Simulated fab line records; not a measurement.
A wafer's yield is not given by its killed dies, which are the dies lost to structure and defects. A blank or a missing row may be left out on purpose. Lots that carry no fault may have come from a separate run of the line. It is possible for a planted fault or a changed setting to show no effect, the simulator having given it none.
What tool caused it? -- flow gf180mcu -- 14 lots, 42 wafers sampled, at 1 step of a route of 602

## WHAT THE GAUGES SHOWED, per wafer
GF_V5_THK_MEAS_01. Usual: V5_CVD_00_THK 300 nm, standard deviation 3.5.
lot,measured,on,V5_CVD_00_THK (nm),flag
L981,day 27 12:15,film metro-03,298 297 297,
L983,day 27 23:52,film metro-03,298 299 292,
L984,day 28 13:46,film metro-03,296 296 299,
L985,day 28 22:59,film metro-02,303 299 301,
L986,day 29 02:19,film metro-03,301 308 303,
L988,day 29 12:17,film metro-01,299 300 296,
L989,day 29 22:38,film metro-03,299 299 299,
L990,day 30 00:50,film metro-01,301 308 304,
L991,day 30 07:34,film metro-03,303 303 307,
L993,day 30 20:22,film metro-01,300 298 295,
L997,day 32 03:16,film metro-03,302 302 304,
L100,day 32 19:02,film metro-03,301 296 301,
L101,day 33 04:58,film metro-03,302 308 309,
L103,day 33 12:26,film metro-01,297 297 300,

## WHAT TOOL EACH LOT RAN ON (gives the tool, then ch and the chambers of the sampled wafers, and finally the start)
Record: no process step prior to these readings.

## WHAT THE TOOLS THEMSELVES READ (means of the sampled wafers that have a number; where no wafer has one, the mark that the record gives instead)
The record holds no such reading with a usual standard deviation.

## THE ANSWER, worked out from the rows above alone
Rule: a lot counts as off when the mean over its wafers that have a number is more than 3 standard deviations away from the usual mean. A lot without any number at a reading at which 4 lots or more have one is off too. All remaining lots with rows at the step are treated as sound. Order of review: gauges by route order, followed by the tools' own readings, for which a lot's mean as printed above is used. At the first step where some lot is off, the reading lying furthest off is the one used; lots without a number count as furthest.
None of the lots is off at any reading shown; this tells nothing.

## WHAT HAD BEEN PUT IN BY THE SIMULATOR
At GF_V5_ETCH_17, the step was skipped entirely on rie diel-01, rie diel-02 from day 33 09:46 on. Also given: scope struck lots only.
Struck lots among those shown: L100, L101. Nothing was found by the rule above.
